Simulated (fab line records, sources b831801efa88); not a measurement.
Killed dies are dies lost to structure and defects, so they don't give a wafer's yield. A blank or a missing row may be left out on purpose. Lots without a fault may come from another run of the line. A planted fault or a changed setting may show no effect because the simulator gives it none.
A struck lot beside a sound one | flow sky130 | 18 steps out of a route of 708
Sound: wafers L747.2, L747.3, L747.5. Struck: wafers L761.2, L761.4, L761.5. The cause comes at the end.
At each step with rows: each side's tool, then ch and its chambers, then its first start. Under that, the readings that differ: sound wafers | struck wafers | difference of the means | sigmas: that difference in standard deviations of wafers without a fault.
alike: readings whose means differ by less than 2 such deviations, and words and numbers that are the same on both sides. not compared: withheld readings, readings that some wafer has no value for, bounds like >300 that may hide the same value, and numbers for which the record gives no deviation and whose values overlap.
The two part at a step that has a row with sigmas, a row that says differs or no value, or rows on one side only. Numbers that don't overlap but have no deviation are shown without sigmas and don't part them. A reading that every wafer of one side lacks parts them only if that side has two wafers or more.

first, 2 steps without rows for these wafers: SKY_GATE_OXIDE_CLEAN_00 (cleans in SC1/SC2, time 150 s); SKY_GATE_OXIDE_OXIDATION_01 (stabilise 600 s, purge 300 s, target thk 10.268 nm).
SKY_GATE_OXIDE_THK_MEAS_02:
  sound on film_metro-01, day 15 21:09; struck on film_metro-03, day 20 13:11
  reading                          | sound             | struck            | difference | sigmas
  GATE_OXIDE_OXIDATION_00_THK (nm) | 10.71 10.87 10.87 | 10.15 10.15 10.09 | -0.69      | -3
then, 7 steps without rows for these wafers: SKY_GATE_OXIDE_DEHYDRATE_03 (time 60 s); SKY_GATE_OXIDE_HMDS_04 (prime time 60 s); SKY_GATE_OXIDE_COAT_05 (resist thk 1140 nm); SKY_GATE_OXIDE_SOFTBAKE_06 (time 60 s); SKY_GATE_OXIDE_EXPOSE_07 (exposes mask LVOM, target cd 600 nm); SKY_GATE_OXIDE_PEB_08; SKY_GATE_OXIDE_DEVELOP_09 (develop time 60 s).
SKY_GATE_OXIDE_OVL_MEAS_10:
  sound on overlay-01, day 17 00:07; struck on overlay-02, day 21 19:22
  alike: GATE_OXIDE_OVL
then, 1 step without rows for these wafers: SKY_GATE_OXIDE_IMPLANT_11.
SKY_GATE_OXIDE_WET_ETCH_12: etches SiO2 in dHF, target depth 16.8 nm, time 336 s.
  sound on wet_bench-01 ch 1, day 17 00:17; struck on wet_bench-01 ch 2, day 21 19:32
  reading                                    | sound           | struck            | difference | sigmas
  run_length_s (s)                           | 361 361 361     | 192 192 192       | -169       | -55
  model.SiO2_of_FIELD_ISO_CVD_24.thk_nm (nm) | 363.5 362.6 363 | 372.2 374.1 374.7 | +10.6      |
SKY_GATE_OXIDE_STRIP_13: strips in O2/N2.
  sound on plasma_asher-01 ch 0,1, day 17 00:23; struck on plasma_asher-04 ch 0,1, day 21 19:38
  alike: drypump_motor_current_A, oes_product_au, strip_time_to_endpoint_s
  not compared: rf_hours_counter_h
SKY_GATE_OXIDE_TW_MEAS_14:
  sound on film_metro-04, day 17 00:30; struck on film_metro-03, day 21 19:45
  alike: GATE_OXIDE_TW
SKY_GATE_OXIDE_CLEAN_15: cleans in SC1/SC2, time 150 s.
  sound on wet_bench-02 ch 3, day 17 00:33; struck on wet_bench-03 ch 1, day 21 19:48
  reading                                    | sound             | struck          | difference | sigmas
  model.SiO2_of_FIELD_ISO_CVD_24.thk_nm (nm) | 362.8 361.9 362.4 | 371.5 373.4 374 | +10.6      |
then, 1 step without rows for these wafers: SKY_GATE_OXIDE_OXIDATION_16 (stabilise 600 s, purge 300 s, target thk 3.57 nm).
-- the record jumps here: 29 days lie between the struck wafers' starts before and after (it left off in module GATE_OXIDE and takes up again in module PAD_OPEN, whose first step shown is number 708 of the route) --
SKY_PAD_OPEN_PROBE_99:
  the record has rows for the struck wafers here (prober-02, day 50 22:11) and none for the sound ones

WHERE THEY PART
First at SKY_GATE_OXIDE_THK_MEAS_02; last, within this record, at SKY_PAD_OPEN_PROBE_99.

WHY: what the simulator had put in
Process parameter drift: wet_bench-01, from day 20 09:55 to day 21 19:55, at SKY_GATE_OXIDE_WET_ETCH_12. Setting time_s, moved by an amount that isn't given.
